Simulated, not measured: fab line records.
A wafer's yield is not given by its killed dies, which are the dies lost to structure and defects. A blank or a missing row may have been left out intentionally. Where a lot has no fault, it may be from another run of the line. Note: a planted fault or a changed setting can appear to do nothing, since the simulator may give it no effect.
The same fault as seen by 2 desks -- flow gf180mcu -- every desk sees just its own numbers, and what lay behind them comes last

DESK OF THE TOOL OWNER: rie si-02
The tool's own readings at GF_STI_ETCH_14 (etches Si in HBr/Cl2/O2, target depth 360 nm, time 102.9 s): means of the sampled wafers that have a number, for each lot that ran on this tool. The brackets show how far a lot's mean lies from the usual mean; more than 4 standard deviations puts the lot out of limits, marked OUT.
Columns: A = drypump motor current A at GF_STI_ETCH_14, usual 5.8 A; B = he backside leak sccm at GF_STI_ETCH_14, usual 2.77 sccm; C = oes product au at GF_STI_ETCH_14, usual 1.000 a.u.; D = run length s at GF_STI_ETCH_14, usual 131.2 s; E = throttle valve pct at GF_STI_ETCH_14, usual 25.657 %
lot,first seen here,A,B,C,D,E
L478,day 2 17:19,5.5,2.69,0.995,127.2 (-9.9) OUT,25.660
L479,day 2 22:11,5.5,2.79,1.002,127.8 (-8.4) OUT,25.656
L498,day 6 23:38,5.6,2.73,1.001,131.1,25.664
This desk finds L478, L479 out of limits, L478 being first, at day 2 17:19 (run length s at GF_STI_ETCH_14). In limits: L498.

THE METROLOGY DESK
Lot by lot, what the gauges showed, no matter which tool ran the lot: averages of those sampled wafers that carry a number. The brackets show how far a lot's mean lies from the usual mean; more than 4 standard deviations puts the lot out of limits, marked OUT.
Columns: A = STI_OXIDATION_THK at GF_STI_THK_MEAS_02, usual 10.02 nm; B = STI_CVD_03_THK at GF_STI_THK_MEAS_04, usual 207.6 nm; C = cd nm at GF_STI_CD_MEAS_12, usual 219.6 nm
lot,first seen here,A,B,C
L475,day 1 12:53,10.26,209.3,219.0
L478,day 2 02:43,10.03,205.7,219.2
L479,day 2 07:31,10.18,211.4,218.9
L488,day 4 04:31,9.82,205.5,219.6
L490,day 4 15:15,10.53,211.8,219.3
L498,day 6 06:31,10.19,207.0,218.1
This desk's verdict: no lot among the 6 shows anything out of limits.

ALL TOGETHER
The tool owner's desk had the chance to raise an alarm at day 2 17:19 on L478, L479.
Metrology desk: nothing out of limits seen.
The metrology desk has L478, L479 on record, within its limits.
Of the lots named, all ran GF_STI_ETCH_14 on rie si-02.

WHAT WAS PUT IN BY THE SIMULATOR
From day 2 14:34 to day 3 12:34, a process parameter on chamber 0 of rie si-02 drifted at GF_STI_ETCH_14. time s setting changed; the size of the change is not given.
Shown lots that were struck: L478, L479.
Hours from the fault's start to each desk's first reading out of limits: the tool owner's desk, 3.
